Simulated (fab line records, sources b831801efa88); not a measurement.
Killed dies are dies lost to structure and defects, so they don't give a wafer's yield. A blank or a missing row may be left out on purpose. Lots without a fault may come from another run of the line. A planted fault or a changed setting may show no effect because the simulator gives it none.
Chamber matching | flow gf180mcu | GF_STI_CMP_25 on cmp-02: 4 sister chambers
The step polishes, stops on Si3N4, t overpolish 33 s, target thk 524.6 nm. 14 wafers are shown with their chamber, then 7 later ones without.

WAFERS WITH THEIR CHAMBER
wafer  | chamber | motor_current_A (A) | time_to_endpoint_s (s)
L226.3 | 3       | 12.2                | 124
L226.4 | 0       | 11.0                | 122
L226.5 | 2       | 12.8                | 126
L227.4 | 3       | 11.4                | 130
L227.5 | 0       | 11.0                | 122
L227.6 | 1       | 13.1                | 130
L228.1 | 3       | 12.1                | 126
L228.2 | 0       | 11.8                | 119
L228.6 | 1       | 13.0                | 131
L231.1 | 2       | 12.9                | 122
L231.2 | 3       | 11.6                | 118
L231.5 | 0       | 11.5                | 120
L238.3 | 2       | 12.7                | 127
L238.5 | 3       | 11.2                | 127

SIGNATURES (means of the wafers above)
reading            | chamber 0 | chamber 1 | chamber 2 | chamber 3 | scatter within a chamber
motor_current_A    | 11.325    | 13.050    | 12.800    | 11.700    | 0.354
time_to_endpoint_s | 120.75    | 130.50    | 125.00    | 125.00    | 3.18
Rule: a wafer's distance from a chamber is the root of the sum, over the readings, of the square of ((its reading less the chamber's mean) divided by the reading's scatter). The wafer belongs to the nearest chamber; if the next one is less than 2 further off, it can't be placed. The scatter: the root of (the sum of the squares of (reading less its chamber's mean) over the shown wafers, divided by (wafers less chambers)).

WAFERS WITHOUT THEIR CHAMBER
wafer  | motor_current_A (A) | time_to_endpoint_s (s)
L241.4 | 12.0                | 118
L243.3 | 11.6                | 128
L243.4 | 13.5                | 121
L243.6 | 13.4                | 123
L247.2 | 12.8                | 126
L247.3 | 11.6                | 122
L247.6 | 12.5                | 123

WHICH CHAMBER EACH WENT THROUGH
wafer  | from the rows above          | in truth
L241.4 | can't be placed: 0 or 3 or 2 | 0
L243.3 | can't be placed: 3 or 0      | 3
L243.4 | can't be placed: 2 or 1      | 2
L243.6 | can't be placed: 2 or 1      | 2
L247.2 | can't be placed: 2 or 1      | 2
L247.3 | can't be placed: 0 or 3      | 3
L247.6 | can't be placed: 2 or 3 or 1 | 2
Placed correctly: 0 of 7. Can't be placed from these rows: 7 (the true chamber is among the candidates in 7). Placed wrongly: 0.
